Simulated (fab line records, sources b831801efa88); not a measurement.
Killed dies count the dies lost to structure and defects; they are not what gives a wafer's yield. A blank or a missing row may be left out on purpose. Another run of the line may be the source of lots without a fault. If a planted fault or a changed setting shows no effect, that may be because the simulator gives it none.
2 desks looking at one fault ; flow sky130 ; each desk has only its own numbers; what lay behind them comes last

== AT THE METROLOGY DESK ==
Lot by lot, what the gauges showed, no matter which tool ran the lot: averages of those sampled wafers that carry a number. Any lot whose mean is over 4 standard deviations away from the usual mean is out of limits and marked OUT; that distance is given in the brackets.
Columns: A = CONTACT_BOW at SKY_CONTACT_BOW_MEAS_05, usual 81 um; B = CONTACT_W_RS at SKY_CONTACT_RS_MEAS_25, usual 0.337 ohm/sq; C = CONTACT_W_THK at SKY_CONTACT_THK_MEAS_26, usual 343 nm; D = METAL1_ALCU_THK at SKY_METAL1_THK_MEAS_06, usual 245 nm
lot;first seen here;A;B;C;D
L401;day 30 09:34;84;0.336;346;244
L402;day 30 22:12;83;0.339;345;246
L403;day 31 02:32;80;0.339;342;252
L404;day 31 06:26;84;0.339;341;247
L409;day 33 10:59;79;0.302 (-11) OUT;393 (+14) OUT;241
L411;day 33 23:54;84;0.284 (-17) OUT;420 (+21) OUT;246
L412;day 34 10:57;81;0.268 (-22) OUT;442 (+27) OUT;247
L413;day 34 15:00;76;0.338;340;240
L416;day 36 02:35;89;0.336;342;244
L423;day 37 16:43;92;0.332;347;246
L424;day 37 18:51;80;0.335;349;248
Per this desk, out of limits: L409, L411, L412; the first was L409, day 34 14:10 (CONTACT_W_RS at SKY_CONTACT_RS_MEAS_25). In limits: L401, L402, L403, L404, L413, L416, L423, L424.

== TOOL OWNER'S DESK, cvd-w-01 ==
The tool's own readings at SKY_CONTACT_CVD_24 (deposits W, target thk 340 nm, time 102.12 s): means of the sampled wafers that have a number, for each lot that ran on this tool. Any lot whose mean is over 4 standard deviations away from the usual mean is out of limits and marked OUT; that distance is given in the brackets.
Columns: A = chamber-pressure-Torr at SKY_CONTACT_CVD_24, usual 39.99 Torr; B = heater-power-w at SKY_CONTACT_CVD_24, usual 967 W
lot;first seen here;A;B
L401;day 31 13:58;39.98;1003
L409;day 34 14:03;39.94;1030
L411;day 35 03:36;39.98;1102
L412;day 35 14:31;39.97;995
Finding of this desk: none of the 4 lots has anything out of limits.

== TAKEN TOGETHER ==
An alarm was possible from the metrology desk at day 34 14:10, on L409, L411, L412.
The tool owner's desk saw nothing out of limits.
On record at the tool owner's desk: L409, L411, L412, within its limits.
The lots listed all ran SKY_CONTACT_CVD_24 on cvd-w-01.

== WHAT WAS PUT IN BY THE SIMULATOR ==
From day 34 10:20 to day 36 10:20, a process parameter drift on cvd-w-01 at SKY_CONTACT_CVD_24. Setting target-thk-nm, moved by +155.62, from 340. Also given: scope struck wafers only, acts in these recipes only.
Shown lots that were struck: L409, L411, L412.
Hours from the fault's start to each desk's first reading out of limits: the metrology desk, 4.
